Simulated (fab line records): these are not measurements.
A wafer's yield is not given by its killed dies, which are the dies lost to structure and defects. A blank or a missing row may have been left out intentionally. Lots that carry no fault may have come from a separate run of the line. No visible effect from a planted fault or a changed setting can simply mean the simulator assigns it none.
fab line records -- flow sky130
record: lots: 12, wafers: 36, lastDay: 50
route steps=708 shown SONOS_ONO@173 POLY_GATE@229 LDD_N@241 LDD_P@263 PAD_OPEN@708
lots with no fault: from the same line, run without faults
startH: the number of hours between the record's first day and the start of the first shown wafer of the lot -- waitH: hours elapsed since this lot's preceding step -- " unchanged from the row above -- L1.1+2: a single row standing in for several wafers -- - no value, or no start given -- * or withheld: withheld -- < > ~ a bound
route shown NAME@n: names a module that has steps shown in the file, with the first one's number in the route -- usual: mean/standard deviation taken from wafers without a fault -- same: alike in all rows -- chamber/n: place in a boat -- sites: the reading at each site -- _std_site: the standard deviation of these -- _edge_site: mean of outer sites minus mean of inner sites -- radiusMm: for every site, how far away it sits from the centre of the wafer -- mask NAME#n: copy n -- behind: the tool/chamber that last shaped the wafer -- hold: cause of the lot's hold/its duration in hours/its outcome -- device: transistor that didn't switch, given as n, p or np -- end of line: at the end of the route, the tests of the same wafers -- a step without rows: its recipe alone -- killed: dies that structure and defects cost at the first sort, which is not the same as the wafer's yield -- map: a wafer's dies, x killed, . not, _ none there
set.NAME: the setting that was run; set.NAME@STEP: the one run at that earlier step -- model.NAME: the simulator's own value behind a step, which no gauge read
route steps across a sampled set of lots; one table per step, one row per wafer
services: the hour from which a tool's chamber was out of use, counted from the record's first day as startH (under 0 if before that day), plus the number of hours and why
== steps ==
step: SKY_SONOS_ONO_THK_MEAS_05
recipe: reads: SiO2_of_SONOS_ONO_CVD_04
usual: SONOS_ONO_CVD_04_THK: 5.75/0.1
lot.wafer,tool,chamber,startH,waitH,SONOS_ONO_CVD_04_THK[nm]
L929.1,filmMetro-04,-,271.83,0.0,5.81
L929.4,filmMetro-04,-,271.83,0.0,5.84
L929.6,filmMetro-04,-,271.83,0.0,5.79
L930.2,filmMetro-02,-,271.84,0.0,5.82
L930.4,filmMetro-02,-,271.84,0.0,5.80
L930.5,filmMetro-02,-,271.84,0.0,5.84
L931.2,filmMetro-02,-,288.27,0.0,5.76
L931.3,filmMetro-02,-,288.27,0.0,5.81
L931.6,filmMetro-02,-,288.27,0.0,5.86
L932.2,filmMetro-04,-,288.27,0.0,5.77
L932.3,filmMetro-04,-,288.27,0.0,5.85
L932.5,filmMetro-04,-,288.27,0.0,5.91
L933.2,filmMetro-01,-,294.34,0.0,5.68
L933.4,filmMetro-01,-,294.34,0.0,5.71
L933.5,filmMetro-01,-,294.34,0.0,5.64
L936.1,filmMetro-04,-,307.47,0.0,5.67
L936.2,filmMetro-04,-,307.47,0.0,5.71
L936.3,filmMetro-04,-,307.47,0.0,5.81
L935.2,filmMetro-02,-,313.66,0.0,5.65
L935.3,filmMetro-02,-,313.66,0.0,5.57
L935.5,filmMetro-02,-,313.66,0.0,5.69
L938.1,filmMetro-04,-,333.68,0.0,5.74
L938.2,filmMetro-04,-,333.68,0.0,5.76
L938.4,filmMetro-04,-,333.68,0.0,5.65
L940.2,filmMetro-02,-,348.95,0.0,5.63
L940.4,filmMetro-02,-,348.95,0.0,5.69
L940.6,filmMetro-02,-,348.95,0.0,5.78
L941.2,filmMetro-02,-,355.51,0.0,5.86
L941.5,filmMetro-02,-,355.51,0.0,5.98
L941.6,filmMetro-02,-,355.51,0.0,5.93
L943.1,filmMetro-01,-,366.24,0.0,5.88
L943.2,filmMetro-01,-,366.24,0.0,5.89
L943.4,filmMetro-01,-,366.24,0.0,5.86
L951.2,filmMetro-04,-,433.80,0.0,5.89
L951.4,filmMetro-04,-,433.80,0.0,5.87
L951.6,filmMetro-04,-,433.80,0.0,5.98
step: SKY_POLY_GATE_ETCH_15
recipe: chemistry: N2/H2, target: BARC, ionEnergyEv: 200, sourceW: 500, biasW: 100, pressureMtorr: 30, n2FlowSccm: 100, h2FlowSccm: 200, stopOn: SiO2, timeS: 118.5, targetDepthA: 1100
usual: drypumpMotorCurrentA: 5.8/0.47, oesProductAu: 0.716/0.0044, throttleValvePct: 13.212/0.0091
lot.wafer,tool,chamber,startH,waitH,drypumpMotorCurrentA,oesProductAu,rfHoursCounterH,throttleValvePct
L929.1,rieDiel-04,1,386.32,0.0,5.2,0.717,101,13.215
L929.4,rieDiel-04,0,386.32,0.0,5.8,0.709,1,13.214
L929.6,rieDiel-04,3,386.32,0.0,6.0,0.717,-,13.219
L930.2,rieDiel-02,3,388.95,0.0,5.8,0.714,30,13.211
L930.4,rieDiel-02,1,388.95,0.0,5.7,0.714,107,13.213
L930.5,rieDiel-02,0,388.95,0.0,5.1,0.718,-,13.206
L932.2,rieDiel-02,0,407.58,0.0,5.1,0.711,6,13.215
L932.3,rieDiel-02,3,407.58,0.0,5.8,0.715,30,13.211
L932.5,rieDiel-02,0,407.58,0.0,5.1,0.716,-,13.209
L931.2,rieDiel-04,3,409.53,0.0,6.0,0.716,81,13.224
L931.3,rieDiel-04,1,409.53,0.0,5.2,0.712,101,13.215
L931.6,rieDiel-04,3,409.53,0.0,6.0,0.713,-,13.219
L933.2,rieDiel-02,0,419.40,0.0,5.1,0.722,6,13.234
L933.4,rieDiel-02,1,419.40,0.0,5.7,0.721,107,13.209
L933.5,rieDiel-02,3,419.40,0.0,5.8,0.719,-,13.217
L936.1,rieDiel-04,1,431.30,0.0,5.2,0.716,102,13.207
L936.2,rieDiel-04,2,431.30,0.0,6.3,0.710,34,13.209
L936.3,rieDiel-04,3,431.30,0.0,6.0,0.716,82,13.196
L935.2,rieDiel-01,2,436.17,0.0,6.2,0.711,6,13.226
L935.3,rieDiel-01,0,436.17,0.0,6.7,0.709,7,13.220
L935.5,rieDiel-01,0,436.17,0.0,6.6,0.712,-,13.209
L938.1,rieDiel-02,0,459.47,0.0,5.1,0.718,7,13.206
L938.2,rieDiel-02,2,459.47,0.0,5.6,0.711,3,13.218
L938.4,rieDiel-02,3,459.47,0.0,5.8,0.716,-,13.220
L940.2,rieDiel-04,0,474.10,0.0,5.8,0.709,3,13.206
L940.4,rieDiel-04,0,474.10,0.0,5.8,0.709,-,13.220
L940.6,rieDiel-04,1,474.10,0.0,5.2,0.707,-,13.213
L941.2,rieDiel-02,0,480.22,0.0,5.1,0.707,7,13.209
L941.5,rieDiel-02,1,480.22,0.0,5.7,0.709,-,13.207
L941.6,rieDiel-02,2,480.22,0.0,5.5,0.724,-,13.213
L943.1,rieDiel-02,3,495.60,0.0,5.8,0.723,32,13.204
L943.2,rieDiel-02,0,495.60,0.0,5.1,0.713,8,13.231
L943.4,rieDiel-02,1,495.60,0.0,5.7,0.724,0,13.226
L951.2,rieDiel-04,1,564.75,0.0,5.2,0.714,0,13.202
L951.4,rieDiel-04,1,564.75,0.0,5.2,0.717,-,13.198
L951.6,rieDiel-04,1,564.75,0.0,5.2,0.718,-,13.215
step: SKY_LDD_N_EXPOSE_04
recipe: maskId: NTM, targetCdNm: 840, na: 0.6, sourceShape: conventional, sigmaOuter: 0.6, doseMj: 110
usual: exposureDoseMJCm2: 110.00/0.11
lot.wafer,tool,chamber,startH,waitH,mask,exposureDoseMJCm2
L929.1,ilineStepper-02,0,403.03,-,NTM#0,110.03
L929.4,ilineStepper-02,0,403.03,-,NTM#0,110.09
L929.6,ilineStepper-02,0,403.03,-,NTM#0,109.88
L930.2,ilineStepper-02,0,405.96,-,NTM#0,109.94
L930.4,ilineStepper-02,0,405.96,-,NTM#0,109.84
L930.5,ilineStepper-02,0,405.96,-,NTM#0,109.87
L932.2,ilineStepper-01,0,425.17,-,NTM#0,109.84
L932.3,ilineStepper-01,0,425.17,-,NTM#0,110.01
L932.5,ilineStepper-01,0,425.17,-,NTM#0,110.10
L931.2,ilineStepper-01,0,427.21,-,NTM#0,110.06
L931.3,ilineStepper-01,0,427.21,-,NTM#0,110.14
L931.6,ilineStepper-01,0,427.21,-,NTM#0,109.99
L933.2,ilineStepper-01,0,437.05,-,NTM#0,110.17
L933.4,ilineStepper-01,0,437.05,-,NTM#0,110.09
L933.5,ilineStepper-01,0,437.05,-,NTM#0,110.02
L936.1,ilineStepper-01,0,449.03,-,NTM#0,110.05
L936.2,ilineStepper-01,0,449.03,-,NTM#0,110.07
L936.3,ilineStepper-01,0,449.03,-,NTM#0,110.10
L935.2,ilineStepper-01,0,454.46,-,NTM#0,110.07
L935.3,ilineStepper-01,0,454.46,-,NTM#0,110.11
L935.5,ilineStepper-01,0,454.46,-,NTM#0,110.03
L938.1,ilineStepper-01,0,477.25,-,NTM#0,109.95
L938.2,ilineStepper-01,0,477.25,-,NTM#0,109.83
L938.4,ilineStepper-01,0,477.25,-,NTM#0,109.78
L940.2,ilineStepper-02,0,491.74,-,NTM#0,109.66
L940.4,ilineStepper-02,0,491.74,-,NTM#0,109.96
L940.6,ilineStepper-02,0,491.74,-,NTM#0,110.02
L941.2,ilineStepper-02,0,497.10,-,NTM#0,110.01
L941.5,ilineStepper-02,0,497.10,-,NTM#0,109.97
L941.6,ilineStepper-02,0,497.10,-,NTM#0,109.97
L943.1,ilineStepper-02,0,512.67,-,NTM#0,109.85
L943.2,ilineStepper-02,0,512.67,-,NTM#0,109.95
L943.4,ilineStepper-02,0,512.67,-,NTM#0,109.90
L951.2,ilineStepper-02,0,581.74,-,NTM#0,109.85
L951.4,ilineStepper-02,0,581.74,-,NTM#0,109.95
L951.6,ilineStepper-02,0,581.74,-,NTM#0,109.95
step: SKY_LDD_N_OVL_MEAS_07
usual: LDD_N_OVL: -0.7/1.4
lot.wafer,tool,chamber,startH,waitH,LDD_N_OVL[nm]
L929.1,overlay-01,-,418.08,0.1,-1.1
L929.4,overlay-01,-,418.08,0.1,0.4
L929.6,overlay-01,-,418.08,0.1,0.4
L930.2,overlay-02,-,420.40,0.1,1.1
L930.4,overlay-02,-,420.40,0.1,0.2
L930.5,overlay-02,-,420.40,0.1,-2.6
L932.2,overlay-01,-,440.25,0.1,-0.6
L932.3,overlay-01,-,440.25,0.1,-0.1
L932.5,overlay-01,-,440.25,0.1,-1.6
L931.2,overlay-01,-,441.95,0.1,-1.5
L931.3,overlay-01,-,441.95,0.1,0.0
L931.6,overlay-01,-,441.95,0.1,-3.1
L933.2,overlay-01,-,452.18,0.1,-75.8
L933.4,overlay-01,-,452.18,0.1,-72.7
L933.5,overlay-01,-,452.18,0.1,-73.9
L936.1,overlay-02,-,464.55,0.1,-74.3
L936.2,overlay-02,-,464.55,0.1,-75.3
L936.3,overlay-02,-,464.55,0.1,-76.1
L935.2,overlay-01,-,469.35,0.1,-75.7
L935.3,overlay-01,-,469.35,0.1,-75.6
L935.5,overlay-01,-,469.35,0.1,-75.6
L938.1,overlay-01,-,492.89,0.1,-75.6
L938.2,overlay-01,-,492.89,0.1,-75.6
L938.4,overlay-01,-,492.89,0.1,-74.7
L940.2,overlay-01,-,506.40,0.1,-0.3
L940.4,overlay-01,-,506.40,0.1,-1.1
L940.6,overlay-01,-,506.40,0.1,-3.8
L941.2,overlay-01,-,511.95,0.1,0.4
L941.5,overlay-01,-,511.95,0.1,1.1
L941.6,overlay-01,-,511.95,0.1,-1.6
L943.1,overlay-02,-,527.69,0.1,-3.0
L943.2,overlay-02,-,527.69,0.1,-2.5
L943.4,overlay-02,-,527.69,0.1,-2.9
L951.2,overlay-01,-,596.20,0.1,1.1
L951.4,overlay-01,-,596.20,0.1,0.0
L951.6,overlay-01,-,596.20,0.1,0.5
step: SKY_LDD_P_OVL_MEAS_08
usual: LDD_P_OVL: -1.4/1.6
lot.wafer,tool,chamber,startH,waitH,LDD_P_OVL[nm]
L929.1,overlay-02,-,449.61,0.1,-1.5
L929.4,overlay-02,-,449.61,0.1,-1.9
L929.6,overlay-02,-,449.61,0.1,-2.2
L930.2,overlay-02,-,452.44,0.1,-5.2
L930.4,overlay-02,-,452.44,0.1,-3.0
L930.5,overlay-02,-,452.44,0.1,-3.4
L932.2,overlay-01,-,472.02,0.1,-0.4
L932.3,overlay-01,-,472.02,0.1,-0.1
L932.5,overlay-01,-,472.02,0.1,0.5
L931.2,overlay-01,-,474.32,0.1,-2.8
L931.3,overlay-01,-,474.32,0.1,-1.7
L931.6,overlay-01,-,474.32,0.1,-2.1
L933.2,overlay-02,-,484.04,0.1,-3.9
L933.4,overlay-02,-,484.04,0.1,-1.9
L933.5,overlay-02,-,484.04,0.1,-4.2
L936.1,overlay-02,-,496.68,0.1,-1.7
L936.2,overlay-02,-,496.68,0.1,-3.8
L936.3,overlay-02,-,496.68,0.1,-1.9
L935.2,overlay-01,-,501.57,0.1,-2.4
L935.3,overlay-01,-,501.57,0.1,-3.6
L935.5,overlay-01,-,501.57,0.1,-3.8
L938.1,overlay-02,-,523.41,0.1,-1.1
L938.2,overlay-02,-,523.41,0.1,-0.1
L938.4,overlay-02,-,523.41,0.1,-1.6
L940.2,overlay-01,-,537.89,0.1,0.7
L940.4,overlay-01,-,537.89,0.1,-1.2
L940.6,overlay-01,-,537.89,0.1,0.7
L941.2,overlay-01,-,543.37,0.1,-3.4
L941.5,overlay-01,-,543.37,0.1,0.6
L941.6,overlay-01,-,543.37,0.1,-0.8
L943.1,overlay-02,-,559.81,0.1,0.5
L943.2,overlay-02,-,559.81,0.1,0.9
L943.4,overlay-02,-,559.81,0.1,-0.2
L951.2,overlay-02,-,626.77,0.1,-2.8
L951.4,overlay-02,-,626.77,0.1,-1.7
L951.6,overlay-02,-,626.77,0.1,-3.4
step: SKY_PAD_OPEN_PROBE_99
usual: killed_at_M0_to_M3: 44/7.3, killed_at_M4_up: 3.4/1.8, killedAtContacts: 24/5.8, killedAtFrontEnd: 15/4.9, killedAtOther: 0.4/0.63, killedDies: 86/11, killedOpen: 47/8, killedShort: 39/6.5
same: grossDies: 492, killedAtBackSide: 0
lot.wafer,tool,chamber,startH,waitH,killed_at_M0_to_M3,killed_at_M4_up,killedAtContacts,killedAtFrontEnd,killedAtOther,killedDies,killedOpen,killedShort
L935.2,prober-02,-,1120.96,0.1,40,2,24,16,0,82,53,29
L935.3,prober-02,-,1121.01,0.2,45,6,20,5,0,76,47,29
L935.5,prober-02,-,1121.11,0.2,39,4,20,14,0,77,54,22
L941.2,prober-01,-,1150.50,0.1,37,3,21,11,0,72,36,35
L941.5,prober-01,-,1150.65,0.2,37,3,21,11,1,73,38,35
L941.6,prober-01,-,1150.70,0.2,45,2,11,16,0,74,42,32
killed by level:class
L935.2 VIA1:geometricParticle:open=12 LI_CONTACT:geometricParticle:open=10 CONTACT:geometricParticle:open=8 VIA3:geometricParticle:open=7 METAL1:geometricParticle:short=4 VIA2:geometricParticle:open=4 FIELD_ISO:geometricParticle:short=3 POLY_GATE:geometricParticle:short=3
L935.3 VIA2:geometricParticle:open=9 VIA3:geometricParticle:open=9 LI_CONTACT:geometricParticle:open=7 VIA1:geometricParticle:open=7 CONTACT:geometricParticle:open=6 METAL1:geometricParticle:short=4 VIA2:geometricParticle:short=4 LOCAL_INTERCONNECT:geometricParticle:short=3
L935.5 CONTACT:geometricParticle:open=12 VIA3:geometricParticle:open=11 VIA2:geometricParticle:open=9 FIELD_ISO:geometricParticle:open=5 LI_CONTACT:geometricParticle:open=5 METAL1:geometricParticle:short=5 VIA1:geometricParticle:open=5 METAL1:geometricParticle:open=3
L941.2 VIA1:geometricParticle:open=8 CONTACT:geometricParticle:open=6 VIA1:geometricParticle:short=6 VIA2:geometricParticle:open=6 LI_CONTACT:geometricParticle:open=5 METAL1:geometricParticle:short=5 POLY_GATE:geometricParticle:open=4 CONTACT:geometricParticle:short=4
L941.5 CONTACT:geometricParticle:open=9 VIA2:geometricParticle:open=9 LI_CONTACT:geometricParticle:open=7 VIA1:geometricParticle:short=7 POLY_GATE:geometricParticle:short=5 VIA1:geometricParticle:open=4 LI_CONTACT:geometricParticle:short=3 METAL1:geometricParticle:short=3
L941.6 VIA1:geometricParticle:open=10 VIA2:geometricParticle:open=9 VIA1:geometricParticle:short=7 VIA3:geometricParticle:open=6 CONTACT:geometricParticle:open=4 METAL2:geometricParticle:short=4 METAL3:geometricParticle:short=4 FIELD_ISO:geometricParticle:open=3
== services ==
tool,chamber,startH,hours,kind
rieDiel-01,0,388.06,1.6,repair
rieDiel-04,3,392.81,2.3,repair
ilineStepper-01,-,396.18,1.7,pm
rieDiel-04,-,398.31,1.3,repair
rieDiel-02,0,424.01,5.8,repair
ilineStepper-02,-,426.56,1.7,pm
ilineStepper-02,-,433.26,4.4,pm
rieDiel-04,2,435.76,42.0,repair
ilineStepper-01,-,437.45,9.5,repair
rieDiel-02,1,439.93,8.3,repair
rieDiel-01,0,450.41,2.8,repair
rieDiel-04,3,465.70,1.9,repair
rieDiel-04,3,468.94,45.4,repair
rieDiel-02,-,474.97,4.3,pm
rieDiel-04,0,497.44,3.2,repair
rieDiel-01,1,499.90,31.5,repair
rieDiel-04,1,524.29,5.5,repair
ilineStepper-02,-,527.66,5.2,repair
ilineStepper-02,-,534.55,0.7,repair
rieDiel-02,3,549.60,4.9,repair
rieDiel-04,3,554.73,14.7,repair
rieDiel-04,-,558.31,2.8,pm
rieDiel-02,3,560.53,5.4,repair
rieDiel-04,0,561.20,4.6,repair
== key ==
firstSign: step: SKY_LDD_N_OVL_MEAS_07, reading: LDD_N_OVL, direction: down, sigmas: 53, usual: -0.7, struck: -75.1
effect none on later readings
metAt SKY_LDD_N_EXPOSE_04
struckLots L933,L935,L936,L938
rowsEnd L933.2,L933.4,L933.5,L936.1,L936.2,L936.3
testerLeftOut L935,L938
notActingAt SKY_SONOS_ONO_THK_MEAS_05,SKY_POLY_GATE_ETCH_15,SKY_LDD_P_OVL_MEAS_08
onsetBetween 427.21 437.05
fault: kind: scannerMatchingOverlay, tool: ilineStepper-01, chamber: -, onsetH: 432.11, steps: SKY_LDD_N_EXPOSE_04, offset: -74.196
testerLeftOut: of these lots the tester's yield and bins aren't shown, on N5 and GAA mostly nor the transistor test; their killed dies are dies lost to structure and defects alone, not to doping, threshold or leakage, so they don't give the yield
rowsEnd: these wafers met a further fault down the route, and their rows from its step on are left out
